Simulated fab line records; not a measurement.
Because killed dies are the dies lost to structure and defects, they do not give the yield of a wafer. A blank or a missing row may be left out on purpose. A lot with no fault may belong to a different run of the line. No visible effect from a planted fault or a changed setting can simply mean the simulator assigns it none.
Which tool is to blame? | flow sky130 | 13 lots with 39 wafers sampled at 4 steps, on a route of 708 steps

WHAT THE GAUGES READ, wafer by wafer
SKY_FIELD_ISO_BOW_MEAS_00. Usual: INCOMING_BOW 0 um, standard deviation 6.2.
lot  | measured    | on            | INCOMING_BOW (um) | flag
L878 | day 1 10:00 | film-metro-02 | 1 -1 13           |
L879 | day 1 15:01 | film-metro-02 | -3 3 -7           |
L881 | day 2 01:00 | film-metro-03 | -1 5 -7           |
L882 | day 2 06:00 | film-metro-02 | -4 -10 7          |
L884 | day 2 16:01 | film-metro-01 | -1 -4 -11         |
L886 | day 3 02:00 | film-metro-01 | -7 4 -6           |
L891 | day 4 03:00 | film-metro-03 | -2 -4 -1          |
L892 | day 4 08:02 | film-metro-01 | -3 -11 -7         |
L895 | day 4 23:00 | film-metro-02 | -2 -9 3           |
L896 | day 5 04:00 | film-metro-02 | -4 0 -4           |
L897 | day 5 09:01 | film-metro-02 | 3 2 -3            |
L898 | day 5 14:00 | film-metro-01 | -3 -2 6           |
L899 | day 5 19:00 | film-metro-02 | 1 1 4             |

SKY_POLY_CUT_CD_MEAS_08 targets a cd of 270 nm. Usual: cd-nm at 269.8 nm, with a standard deviation of 1.2.
lot  | measured     | on        | cd-nm (nm)        | flag
L878 | day 24 01:46 | cd-sem-02 | 271.8 271.8 271.1 |
L879 | day 24 01:26 | cd-sem-01 | 269.4 270.0 270.3 |
L881 | day 28 10:43 | cd-sem-02 | 270.9 271.2 271.8 |
L882 | day 31 23:42 | cd-sem-02 | 268.7 269.2 266.5 |
L884 | day 29 15:34 | cd-sem-02 | 269.2 268.9 268.1 |
L886 | day 29 18:06 | cd-sem-02 | 271.1 270.9 270.5 |
L891 | day 30 01:55 | cd-sem-02 | 270.5 271.0 268.2 |
L892 | day 30 01:02 | cd-sem-02 | 269.3 268.0 269.4 |
L895 | day 30 03:54 | cd-sem-02 | 270.2 270.1 268.8 |
L896 | day 30 06:40 | cd-sem-01 | 271.0 271.7 271.4 |
L897 | day 30 15:01 | cd-sem-01 | 270.3 268.5 268.7 |
L898 | day 30 17:48 | cd-sem-02 | 271.1 269.8 270.2 |
L899 | day 30 21:18 | cd-sem-01 | 269.0 269.1 268.2 |

TOOL THAT RAN EACH LOT (tool first, then ch and the chambers of the sampled wafers, then the start)
lot  | SKY_SONOS_ONO_OXIDATION_00    | SKY_POLY_GATE_STRIP_18
L878 | furnace-02 ch 0, day 11 06:23 | plasma-asher-01 ch 0,1, day 16 10:54
L879 | furnace-02 ch 0, day 11 18:36 | plasma-asher-03 ch 0,1, day 16 11:33
L881 | furnace-02 ch 0, day 14 19:38 | plasma-asher-03 ch 0,1, day 20 20:26
L882 | furnace-01 ch 0, day 15 05:47 | plasma-asher-03 ch 0,1, day 24 14:42
L884 | furnace-02 ch 0, day 13 08:27 | plasma-asher-04 ch 0,1, day 22 03:03
L886 | furnace-01 ch 0, day 13 22:01 | plasma-asher-04 ch 0,1, day 22 04:20
L891 | furnace-01 ch 0, day 15 17:49 | plasma-asher-03 ch 0,1, day 22 10:54
L892 | furnace-02 ch 0, day 16 02:27 | plasma-asher-03 ch 0,1, day 22 08:37
L895 | furnace-02 ch 0, day 16 22:02 | plasma-asher-03 ch 0,1, day 22 16:06
L896 | furnace-02 ch 0, day 17 04:15 | plasma-asher-04 ch 0,1, day 22 21:51
L897 | furnace-02 ch 0, day 17 09:12 | plasma-asher-01 ch 0,1, day 23 00:42
L898 | furnace-02 ch 0, day 17 12:51 | plasma-asher-01 ch 1, day 23 04:27
L899 | furnace-02 ch 0, day 17 19:10 | plasma-asher-04 ch 0,1, day 23 11:57
- SKY_SONOS_ONO_OXIDATION_00: stabilise 600 s, purge 300 s, target thk 2.6 nm.
- SKY_POLY_GATE_STRIP_18: strips in O2/N2.

AS READ BY THE TOOLS THEMSELVES (means over the sampled wafers that have a number; for cases with no such wafer, the mark the record gives instead)
SKY_SONOS_ONO_OXIDATION_00. Usual: spike-tc-centre-C 799.4 C, standard deviation 1.9; zone-power-upper-pct 14.4 %, standard deviation 1.
lot  | tool       | spike-tc-centre-C (C) | zone-power-upper-pct (%) | flag
L878 | furnace-02 | 801.5                 | 13.5                     |
L879 | furnace-02 | 801.5                 | 13.7                     |
L881 | furnace-02 | 801.1                 | 13.4                     |
L882 | furnace-01 | 798.2                 | 15.6                     |
L884 | furnace-02 | 802.2                 | 13.4                     |
L886 | furnace-01 | 798.4                 | 15.5                     |
L891 | furnace-01 | 796.9                 | 15.4                     |
L892 | furnace-02 | 801.6                 | 13.5                     |
L895 | furnace-02 | 800.6                 | 13.4                     |
L896 | furnace-02 | 801.1                 | 13.6                     |
L897 | furnace-02 | 800.7                 | 13.5                     |
L898 | furnace-02 | 800.2                 | 13.5                     |
L899 | furnace-02 | 801.5                 | 13.6                     |

SKY_POLY_GATE_STRIP_18. Usual: drypump-motor-current-A 5.6 A, standard deviation 0.49; oes-product-au 0.360 a.u., standard deviation 0.0053; strip-time-to-endpoint-s 3.18 s, standard deviation 0.054.
lot  | tool            | drypump-motor-current-A (A) | oes-product-au (a.u.) | strip-time-to-endpoint-s (s) | flag
L878 | plasma-asher-01 | 5.4                         | 0.360                 | 3.20                         |
L879 | plasma-asher-03 | 5.5                         | 0.366                 | 3.20                         |
L881 | plasma-asher-03 | 5.5                         | 0.357                 | 3.16                         |
L882 | plasma-asher-03 | 5.2                         | 0.357                 | 3.14                         |
L884 | plasma-asher-04 | 6.0                         | 0.361                 | 3.19                         |
L886 | plasma-asher-04 | 5.7                         | 0.356                 | 3.14                         |
L891 | plasma-asher-03 | 5.5                         | 0.357                 | 3.18                         |
L892 | plasma-asher-03 | 5.5                         | 0.365                 | 3.12                         |
L895 | plasma-asher-03 | 5.2                         | 0.364                 | 3.19                         |
L896 | plasma-asher-04 | 6.0                         | 0.360                 | 3.15                         |
L897 | plasma-asher-01 | 5.4                         | 0.360                 | 3.17                         |
L898 | plasma-asher-01 | 5.6                         | 0.359                 | 3.15                         |
L899 | plasma-asher-04 | 6.1                         | 0.356                 | 3.13                         |

THE ANSWER, worked out from the rows above alone
Rule: take the mean of a lot's wafers that have a number; if it is more than 3 standard deviations from the usual mean, the lot is off. A lot without any number at a reading at which 4 lots or more have one is off too. Any other lot the step has rows for is counted as sound. Order of review: gauges by route order, followed by the tools' own readings, for which a lot's mean as printed above is used. At the first step where some lot is off, the reading lying furthest off is the one used; lots without a number count as furthest.
Across all readings shown, no lot is off: no conclusion can be drawn from this.

WHAT THE SIMULATOR PUT IN
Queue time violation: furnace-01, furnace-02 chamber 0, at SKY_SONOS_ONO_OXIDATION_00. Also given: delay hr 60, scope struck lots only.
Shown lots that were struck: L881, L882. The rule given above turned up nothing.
